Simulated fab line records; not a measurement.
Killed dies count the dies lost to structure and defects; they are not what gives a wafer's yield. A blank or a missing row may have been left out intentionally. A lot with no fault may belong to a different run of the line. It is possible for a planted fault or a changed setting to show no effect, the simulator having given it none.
fab line records -- flow gf180mcu
record: lots: 12, wafers: 36, last-day: 34
route steps=602 shown V2@404 M3@409
lots that met no fault: from a run of the same line without faults
start-h: hours from the record's opening day to when the first of the lot's shown wafers began -- wait-h: time in hours since the lot's previous step -- " same as the row above -- L1.1+2: one row covering several wafers at once -- - no value, or no start was given -- * or withheld: withheld -- < > ~ a bound
route shown NAME@n: names a module that has steps shown in the file, with the first one's number in the route -- usual: mean/standard deviation taken from wafers without a fault -- same: alike in all rows -- chamber/n: place in a boat -- sites: the reading at each site -- _std_site: standard deviation of those values -- _edge_site: inner sites' mean taken away from outer sites' mean -- radius-mm: how far each site lies from the wafer's centre -- mask NAME#n: copy n -- behind: tool/chamber where the wafer was last shaped -- hold: reason for holding the lot/hours on hold/outcome of the hold -- device: which transistor (n, p or np) failed to switch -- end of line: at the end of the route, the tests of the same wafers -- a step with no rows: only its recipe -- killed: dies lost to structure and defects at the first sort, not the wafer's yield -- map: a wafer's dies, x killed, . not, _ none there
set.NAME: the setting as run; set.NAME@STEP: as run at that earlier step -- model.NAME: the simulator's own value behind a step, which no gauge read
a sample of lots followed through the steps of the route, with each step as a table and each wafer as a row
services: the hour from which a tool's chamber was out of use, counted from the record's first day as start-h (under 0 if before that day), plus the number of hours and why
== steps ==
step: GF_V2_SPUTTER_22
recipe: material: TiN, target-thk-nm: 10, chamber-pressure-pa: 5, power-w: 4000, time-s: 40
usual: throttle-valve-pct: 30.0/0.63
lot.wafer,tool,chamber,start-h,wait-h,throttle-valve-pct
L557.1,pvd-sputter-01,-,476.74,0.0,30.0
L557.3,pvd-sputter-01,-,476.74,0.0,29.7
L557.4,pvd-sputter-01,-,476.74,0.0,29.8
L558.2,pvd-sputter-02,-,491.58,0.0,31.7
L558.4,pvd-sputter-02,-,491.58,0.0,30.5
L558.6,pvd-sputter-02,-,491.58,0.0,31.2
L559.1,pvd-sputter-01,-,500.99,0.0,29.5
L559.5,pvd-sputter-01,-,500.99,0.0,29.7
L559.6,pvd-sputter-01,-,500.99,0.0,29.6
L560.3,pvd-sputter-02,-,505.07,0.0,29.3
L560.4,pvd-sputter-02,-,505.07,0.0,30.1
L560.6,pvd-sputter-02,-,505.07,0.0,31.5
L561.1,pvd-sputter-01,-,525.48,0.0,29.4
L561.3,pvd-sputter-01,-,525.48,0.0,30.1
L561.4,pvd-sputter-01,-,525.48,0.0,29.8
L563.1,pvd-sputter-03,-,533.60,0.0,29.8
L563.2,pvd-sputter-03,-,533.60,0.0,29.9
L563.4,pvd-sputter-03,-,533.60,0.0,29.3
L571.2,pvd-sputter-01,-,595.32,0.0,30.1
L571.4,pvd-sputter-01,-,595.32,0.0,29.2
L571.6,pvd-sputter-01,-,595.32,0.0,29.4
L573.1,pvd-sputter-03,-,610.67,0.0,29.7
L573.2,pvd-sputter-03,-,610.67,0.0,29.2
L573.6,pvd-sputter-03,-,610.67,0.0,29.9
L574.3,pvd-sputter-02,-,619.66,0.0,29.1
L574.5,pvd-sputter-02,-,619.66,0.0,30.3
L574.6,pvd-sputter-02,-,619.66,0.0,31.7
L575.1,pvd-sputter-01,-,625.84,0.0,29.8
L575.3,pvd-sputter-01,-,625.84,0.0,29.8
L575.4,pvd-sputter-01,-,625.84,0.0,29.9
L578.1,pvd-sputter-01,-,646.35,0.0,29.7
L578.4,pvd-sputter-01,-,646.35,0.0,30.3
L578.5,pvd-sputter-01,-,646.35,0.0,29.6
L579.3,pvd-sputter-01,-,653.37,0.0,29.7
L579.4,pvd-sputter-01,-,653.37,0.0,29.8
L579.6,pvd-sputter-01,-,653.37,0.0,30.1
step: GF_V2_CVD_23
recipe: material: W, target-thk-nm: 350, time-s: 104.94, temp-c: 400, pressure-torr: 40
usual: heater-power-w: 891/40
lot.wafer,tool,chamber,start-h,wait-h,heater-power-w,since-wet-clean-h
L557.1,cvd-w-02,1,476.77,0.0,865,573
L557.3,cvd-w-02,1,476.77,0.0,843,-
L557.4,cvd-w-02,0,476.77,0.0,924,-
L558.2,cvd-w-01,0,491.62,0.0,902,88
L558.4,cvd-w-01,1,491.62,0.0,857,-
L558.6,cvd-w-01,1,491.62,0.0,867,-
L559.1,cvd-w-01,0,501.02,0.0,934,97
L559.5,cvd-w-01,0,501.02,0.0,911,-
L559.6,cvd-w-01,1,501.02,0.0,864,-
L560.3,cvd-w-01,0,505.14,0.1,932,-
L560.4,cvd-w-01,1,505.14,0.1,859,-
L560.6,cvd-w-01,0,505.14,0.1,930,-
L561.1,cvd-w-01,0,525.52,0.0,911,122
L561.3,cvd-w-01,0,525.52,0.0,919,-
L561.4,cvd-w-01,1,525.52,0.0,854,-
L563.1,cvd-w-01,1,533.64,0.0,828,130
L563.2,cvd-w-01,0,533.64,0.0,920,130
L563.4,cvd-w-01,1,533.64,0.0,851,-
L571.2,cvd-w-02,0,595.36,0.0,927,691
L571.4,cvd-w-02,0,595.36,0.0,969,-
L571.6,cvd-w-02,1,595.36,0.0,854,-
L573.1,cvd-w-01,0,610.70,0.0,900,207
L573.2,cvd-w-01,1,610.70,0.0,867,207
L573.6,cvd-w-01,0,610.70,0.0,910,-
L574.3,cvd-w-01,0,619.73,0.1,913,-
L574.5,cvd-w-01,1,619.73,0.1,857,-
L574.6,cvd-w-01,0,619.73,0.1,922,-
L575.1,cvd-w-01,1,625.88,0.0,859,222
L575.3,cvd-w-01,1,625.88,0.0,868,-
L575.4,cvd-w-01,0,625.88,0.0,922,-
L578.1,cvd-w-01,0,646.39,0.0,945,242
L578.4,cvd-w-01,0,646.39,0.0,925,-
L578.5,cvd-w-01,1,646.39,0.0,872,-
L579.3,cvd-w-01,0,653.44,0.1,911,-
L579.4,cvd-w-01,1,653.44,0.1,870,-
L579.6,cvd-w-01,0,653.44,0.1,929,-
step: GF_V2_RS_MEAS_24
recipe: thk-meas-gauge: four-point-probe, reads: W_of_V2_CVD_23+TiN_of_V2_SPUTTER_22+Ti_of_V2_SPUTTER_21
usual: V2_W_RS: 0.328/0.0048
lot.wafer,tool,chamber,start-h,wait-h,V2_W_RS[ohm/sq]
L557.1,film-metro-03,-,476.89,0.1,0.334
L557.3,film-metro-03,-,476.89,0.1,0.336
L557.4,film-metro-03,-,476.89,0.1,0.331
L558.2,film-metro-03,-,491.75,0.1,0.328
L558.4,film-metro-03,-,491.75,0.1,0.323
L558.6,film-metro-03,-,491.75,0.1,0.328
L559.1,film-metro-03,-,501.14,0.1,0.325
L559.5,film-metro-03,-,501.14,0.1,0.328
L559.6,film-metro-03,-,501.14,0.1,0.319
L560.3,film-metro-03,-,505.26,0.1,0.327
L560.4,film-metro-03,-,505.26,0.1,0.322
L560.6,film-metro-03,-,505.26,0.1,0.326
L561.1,film-metro-01,-,525.63,0.1,0.296
L561.3,film-metro-01,-,525.63,0.1,0.298
L561.4,film-metro-01,-,525.63,0.1,0.297
L563.1,film-metro-03,-,533.75,0.1,0.296
L563.2,film-metro-03,-,533.75,0.1,0.297
L563.4,film-metro-03,-,533.75,0.1,0.292
L571.2,film-metro-02,-,595.49,0.1,0.325
L571.4,film-metro-02,-,595.49,0.1,0.327
L571.6,film-metro-02,-,595.49,0.1,0.331
L573.1,film-metro-03,-,610.82,0.1,0.321
L573.2,film-metro-03,-,610.82,0.1,0.324
L573.6,film-metro-03,-,610.82,0.1,0.324
L574.3,film-metro-02,-,619.85,0.1,0.322
L574.5,film-metro-02,-,619.85,0.1,0.324
L574.6,film-metro-02,-,619.85,0.1,0.325
L575.1,film-metro-01,-,625.99,0.1,0.322
L575.3,film-metro-01,-,625.99,0.1,0.326
L575.4,film-metro-01,-,625.99,0.1,0.324
L578.1,film-metro-02,-,646.50,0.1,0.322
L578.4,film-metro-02,-,646.50,0.1,0.324
L578.5,film-metro-02,-,646.50,0.1,0.327
L579.3,film-metro-01,-,653.56,0.1,0.327
L579.4,film-metro-01,-,653.56,0.1,0.326
L579.6,film-metro-01,-,653.56,0.1,0.327
step: GF_V2_THK_MEAS_25
recipe: thk-meas-gauge: xrf, reads: W_of_V2_CVD_23
usual: V2_W_THK: 354/5.7
lot.wafer,tool,chamber,start-h,wait-h,V2_W_THK[nm]
L557.1,film-metro-03,-,477.01,0.1,350
L557.3,film-metro-03,-,477.01,0.1,347
L557.4,film-metro-03,-,477.01,0.1,352
L558.2,film-metro-03,-,491.86,0.1,352
L558.4,film-metro-03,-,491.86,0.1,359
L558.6,film-metro-03,-,491.86,0.1,353
L559.1,film-metro-03,-,501.26,0.1,358
L559.5,film-metro-03,-,501.26,0.1,353
L559.6,film-metro-03,-,501.26,0.1,362
L560.3,film-metro-03,-,505.36,0.1,357
L560.4,film-metro-03,-,505.36,0.1,362
L560.6,film-metro-03,-,505.36,0.1,357
L561.1,film-metro-01,-,525.75,0.1,389
L561.3,film-metro-01,-,525.75,0.1,388
L561.4,film-metro-01,-,525.75,0.1,390
L563.1,film-metro-03,-,533.87,0.1,398
L563.2,film-metro-03,-,533.87,0.1,394
L563.4,film-metro-03,-,533.87,0.1,403
L571.2,film-metro-02,-,595.60,0.1,356
L571.4,film-metro-02,-,595.60,0.1,357
L571.6,film-metro-02,-,595.60,0.1,348
L573.1,film-metro-03,-,610.94,0.1,362
L573.2,film-metro-03,-,610.94,0.1,359
L573.6,film-metro-03,-,610.94,0.1,355
L574.3,film-metro-02,-,619.95,0.1,359
L574.5,film-metro-02,-,619.95,0.1,357
L574.6,film-metro-02,-,619.95,0.1,354
L575.1,film-metro-01,-,626.11,0.1,361
L575.3,film-metro-01,-,626.11,0.1,360
L575.4,film-metro-01,-,626.11,0.1,362
L578.1,film-metro-02,-,646.62,0.1,358
L578.4,film-metro-02,-,646.62,0.1,355
L578.5,film-metro-02,-,646.62,0.1,351
L579.3,film-metro-01,-,653.66,0.1,352
L579.4,film-metro-01,-,653.66,0.1,356
L579.6,film-metro-01,-,653.66,0.1,356
step: GF_M3_SPUTTER_00
recipe: material: Ti, target-thk-nm: 37.5, arriving-ion-energy-ev: 80, substrate-temp-c: 200, chamber-pressure-pa: 2, power-w: 4000, time-s: 150
usual: throttle-valve-pct: 29.8/0.44
lot.wafer,tool,chamber,start-h,wait-h,throttle-valve-pct
L557.1,pvd-sputter-01,-,477.37,0.1,29.9
L557.3,pvd-sputter-01,-,477.37,0.1,29.7
L557.4,pvd-sputter-01,-,477.37,0.1,29.4
L558.2,pvd-sputter-04,-,492.21,0.1,30.0
L558.4,pvd-sputter-04,-,492.21,0.1,29.2
L558.6,pvd-sputter-04,-,492.21,0.1,29.3
L559.1,pvd-sputter-03,-,501.70,0.3,29.6
L559.5,pvd-sputter-03,-,501.70,0.3,30.5
L559.6,pvd-sputter-03,-,501.70,0.3,29.7
L560.3,pvd-sputter-04,-,505.70,0.2,30.0
L560.4,pvd-sputter-04,-,505.70,0.2,29.2
L560.6,pvd-sputter-04,-,505.70,0.2,29.9
L561.1,pvd-sputter-01,-,526.11,0.1,30.1
L561.3,pvd-sputter-01,-,526.11,0.1,29.4
L561.4,pvd-sputter-01,-,526.11,0.1,30.5
L563.1,pvd-sputter-03,-,534.23,0.1,29.8
L563.2,pvd-sputter-03,-,534.23,0.1,29.3
L563.4,pvd-sputter-03,-,534.23,0.1,29.6
L571.2,pvd-sputter-03,-,595.95,0.2,29.6
L571.4,pvd-sputter-03,-,595.95,0.2,29.6
L571.6,pvd-sputter-03,-,595.95,0.2,29.9
L573.1,pvd-sputter-01,-,611.30,0.2,30.2
L573.2,pvd-sputter-01,-,611.30,0.2,29.2
L573.6,pvd-sputter-01,-,611.30,0.2,29.7
L574.3,pvd-sputter-01,-,620.29,0.2,29.5
L574.5,pvd-sputter-01,-,620.29,0.2,30.1
L574.6,pvd-sputter-01,-,620.29,0.2,29.8
L575.1,pvd-sputter-04,-,626.47,0.1,29.2
L575.3,pvd-sputter-04,-,626.47,0.1,30.0
L575.4,pvd-sputter-04,-,626.47,0.1,29.2
L578.1,pvd-sputter-03,-,646.98,0.1,29.6
L578.4,pvd-sputter-03,-,646.98,0.1,29.9
L578.5,pvd-sputter-03,-,646.98,0.1,30.3
L579.3,pvd-sputter-01,-,654.00,0.2,29.8
L579.4,pvd-sputter-01,-,654.00,0.2,30.3
L579.6,pvd-sputter-01,-,654.00,0.2,29.6
step: GF_M3_SPUTTER_02
recipe: material: AlCu, target-thk-nm: 450, power-w: 10600, time-s: 23.9, chamber-pressure-pa: 0.4
usual: throttle-valve-pct: 29.8/0.45
lot.wafer,tool,chamber,start-h,wait-h,throttle-valve-pct
L557.1,pvd-sputter-01,-,477.50,0.0,30.3
L557.3,pvd-sputter-01,-,477.50,0.0,29.6
L557.4,pvd-sputter-01,-,477.50,0.0,29.5
L558.2,pvd-sputter-04,-,492.34,0.0,29.9
L558.4,pvd-sputter-04,-,492.34,0.0,29.5
L558.6,pvd-sputter-04,-,492.34,0.0,29.0
L559.1,pvd-sputter-03,-,501.83,0.0,29.7
L559.5,pvd-sputter-03,-,501.83,0.0,30.7
L559.6,pvd-sputter-03,-,501.83,0.0,29.4
L560.3,pvd-sputter-04,-,505.83,0.0,29.9
L560.4,pvd-sputter-04,-,505.83,0.0,29.4
L560.6,pvd-sputter-04,-,505.83,0.0,29.8
L561.1,pvd-sputter-01,-,526.25,0.0,29.7
L561.3,pvd-sputter-01,-,526.25,0.0,29.4
L561.4,pvd-sputter-01,-,526.25,0.0,30.3
L563.1,pvd-sputter-03,-,534.36,0.0,29.9
L563.2,pvd-sputter-03,-,534.36,0.0,29.3
L563.4,pvd-sputter-03,-,534.36,0.0,29.8
L571.2,pvd-sputter-03,-,596.08,0.0,29.8
L571.4,pvd-sputter-03,-,596.08,0.0,29.4
L571.6,pvd-sputter-03,-,596.08,0.0,30.0
L573.1,pvd-sputter-01,-,611.43,0.0,29.8
L573.2,pvd-sputter-01,-,611.43,0.0,29.4
L573.6,pvd-sputter-01,-,611.43,0.0,29.7
L574.3,pvd-sputter-01,-,620.42,0.0,29.6
L574.5,pvd-sputter-01,-,620.42,0.0,30.2
L574.6,pvd-sputter-01,-,620.42,0.0,29.5
L575.1,pvd-sputter-04,-,626.60,0.0,29.0
L575.3,pvd-sputter-04,-,626.60,0.0,30.0
L575.4,pvd-sputter-04,-,626.60,0.0,29.3
L578.1,pvd-sputter-03,-,647.11,0.0,29.8
L578.4,pvd-sputter-03,-,647.11,0.0,29.4
L578.5,pvd-sputter-03,-,647.11,0.0,29.5
L579.3,pvd-sputter-01,-,654.13,0.0,29.8
L579.4,pvd-sputter-01,-,654.13,0.0,30.0
L579.6,pvd-sputter-01,-,654.13,0.0,30.0
== services ==
tool,chamber,start-h,hours,kind
pvd-sputter-04,-,474.13,4.7,repair
cvd-w-01,-,501.24,2.8,pm
pvd-sputter-04,-,515.51,19.3,repair
pvd-sputter-04,-,551.54,1.4,repair
pvd-sputter-01,2,555.36,-,consumable-replace:kit
pvd-sputter-01,2,555.36,18.0,scheduled-down
pvd-sputter-01,2,555.36,18.0,vent-cycle
cvd-w-01,-,567.49,0.4,repair
pvd-sputter-03,3,573.92,-,consumable-replace:kit
pvd-sputter-03,3,573.92,18.0,scheduled-down
pvd-sputter-03,3,573.92,18.0,vent-cycle
pvd-sputter-01,-,586.78,4.7,repair
cvd-w-02,-,630.60,6.9,pm
pvd-sputter-04,2,641.12,-,consumable-replace:kit
pvd-sputter-04,2,641.12,18.0,scheduled-down
pvd-sputter-04,2,641.12,18.0,vent-cycle
pvd-sputter-02,3,645.35,-,consumable-replace:kit
pvd-sputter-02,3,645.35,18.0,scheduled-down
pvd-sputter-02,3,645.35,18.0,vent-cycle
cvd-w-02,-,649.63,1.7,repair
== key ==
first-sign: step: GF_V2_RS_MEAS_24, reading: V2_W_RS, direction: down, sigmas: 6.7, usual: 0.328, struck: 0.296
effect: step: GF_V2_THK_MEAS_25, reading: V2_W_THK, direction: up, sigmas: 6.9, usual: 354, struck: 394
met-at GF_V2_CVD_23
struck-lots L561,L563
not-acting-at GF_V2_SPUTTER_22,GF_M3_SPUTTER_00,GF_M3_SPUTTER_02
onset-between 505.14 525.52
fault: kind: process-parameter-drift, tool: cvd-w-01, chamber: -, onset-h: 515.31, steps: GF_V2_CVD_23, channel: target-thk-nm, offset: 38.441, shape: step, end-h: 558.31, acts-in: these-recipes-only, stated: 350
